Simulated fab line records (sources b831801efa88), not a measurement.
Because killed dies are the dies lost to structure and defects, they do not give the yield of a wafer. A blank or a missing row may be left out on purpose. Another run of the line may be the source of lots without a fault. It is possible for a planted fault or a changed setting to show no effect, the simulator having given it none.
Which of the tools did it? | flow sky130 | Sampling: 12 lots, 36 wafers, 3 of 708 route steps

WHAT EACH GAUGE READ, for each wafer
SKY_SONOS_ONO_THK_MEAS_05.
lot  | measured     | on            | SONOS_ONO_CVD_04_THK (nm)
L758 | day 11 17:38 | film_metro-02 | 5.75 5.72 5.71
L761 | day 12 08:13 | film_metro-02 | 5.70 5.70 5.67
L763 | day 13 06:17 | film_metro-01 | 5.69 5.73 5.70
L765 | day 13 20:55 | film_metro-02 | 5.65 5.80 5.75
L766 | day 14 06:51 | film_metro-03 | 5.59 5.59 5.57
L767 | day 14 15:48 | film_metro-01 | 5.86 5.86 5.89
L769 | day 15 05:38 | film_metro-02 | 5.90 5.73 5.78
L770 | day 15 16:14 | film_metro-03 | 5.73 5.73 5.66
L772 | day 16 03:28 | film_metro-03 | 6.76 6.73 6.69
L773 | day 16 12:11 | film_metro-03 | 6.65 6.54 6.70
L780 | day 19 01:35 | film_metro-01 | 5.84 5.69 5.86
L781 | day 19 09:41 | film_metro-03 | 5.86 5.74 5.81

SKY_RES_PROTECT_TW_MEAS_08.
lot  | measured     | on            | POLY_GATE_TW
L758 | day 15 05:20 | film_metro-04 | 4018 4019 4037
L761 | day 15 22:24 | film_metro-04 | 4043 4040 4043
L763 | day 16 21:14 | film_metro-01 | 4120 4111 4110
L765 | day 17 14:14 | film_metro-02 | 4005 4000 4004
L766 | day 18 02:37 | film_metro-02 | 4032 4055 4019
L767 | day 18 13:04 | film_metro-02 | 4029 4043 4038
L769 | day 19 01:43 | film_metro-02 | 4045 4050 4038
L770 | day 19 13:10 | film_metro-02 | 4050 4054 4043
L772 | day 20 04:37 | film_metro-02 | 4001 4004 4022
L773 | day 20 12:25 | film_metro-02 | 4012 4001 3997
L780 | day 23 01:22 | film_metro-01 | 4046 4061 4046
L781 | day 23 10:04 | film_metro-01 | 4065 4041 4047

WHAT TOOL EACH LOT RAN ON (gives the tool, then ch and the chambers of the sampled wafers, and finally the start)
lot  | SKY_SONOS_ONO_CVD_04
L758 | lpcvd-03 ch 0, day 11 16:22
L761 | lpcvd-03 ch 0, day 12 06:56
L763 | lpcvd-03 ch 1, day 13 05:01
L765 | lpcvd-03 ch 1, day 13 19:40
L766 | lpcvd-03 ch 1, day 14 05:35
L767 | lpcvd-03 ch 1, day 14 13:55
L769 | lpcvd-03 ch 0, day 15 04:23
L770 | lpcvd-03 ch 0, day 15 14:58
L772 | lpcvd-03 ch 0, day 16 02:13
L773 | lpcvd-03 ch 0, day 16 10:56
L780 | lpcvd-03 ch 0, day 19 00:20
L781 | lpcvd-03 ch 1, day 19 08:26
- SKY_SONOS_ONO_CVD_04: deposits SiO2 from SiH4/N2O, target thk 5.7199 nm.

AS READ BY THE TOOLS THEMSELVES (means over the sampled wafers that have a number; for cases with no such wafer, the mark the record gives instead)
SKY_SONOS_ONO_CVD_04.
lot  | tool     | spike_tc_upper_C (C) | zone_power_upper_pct (%)
L758 | lpcvd-03 | 900.2                | 15.9
L761 | lpcvd-03 | 899.6                | 16.1
L763 | lpcvd-03 | 900.8                | 18.3
L765 | lpcvd-03 | 900.9                | 18.2
L766 | lpcvd-03 | 901.7                | 18.1
L767 | lpcvd-03 | 900.4                | 18.0
L769 | lpcvd-03 | 899.3                | 16.2
L770 | lpcvd-03 | 899.5                | 15.9
L772 | lpcvd-03 | 899.8                | 16.2
L773 | lpcvd-03 | 900.2                | 16.1
L780 | lpcvd-03 | 899.8                | 15.9
L781 | lpcvd-03 | 900.7                | 18.4

THE ANSWER, worked out from the rows above alone
Rule: the lots themselves supply what counts as usual. The widest of any qualifying gaps counts: lots, ordered by their means at a reading, are off when they make up no more than a third of the lots, leave a main group of 4 or more, and stand apart from it by 3 or more times the standard deviation of that group's means. If all means in a main group match to the digits the tables above print for the reading, that group is not used. A lot without any number at a reading at which 4 lots or more have one is off too. All remaining lots with rows at the step are treated as sound. The gauges are gone through in route order, then the tools' own readings, and for those a lot's mean is taken as printed above. At the first step where some lot is off, the reading lying furthest off is the one used; lots without a number count as furthest.
Off: at SKY_SONOS_ONO_THK_MEAS_05 (SONOS_ONO_CVD_04_THK), L772, L773. The main group has a mean of 5.74 nm with a standard deviation of 0.076.
If a tool, at a process step before that reading, ran all the lots that are off and no sound lot after the first of them, it fits. The gauges at SKY_SONOS_ONO_THK_MEAS_05 are tried like those tools. Of those tried, none fits.

WHAT THE SIMULATOR PUT IN
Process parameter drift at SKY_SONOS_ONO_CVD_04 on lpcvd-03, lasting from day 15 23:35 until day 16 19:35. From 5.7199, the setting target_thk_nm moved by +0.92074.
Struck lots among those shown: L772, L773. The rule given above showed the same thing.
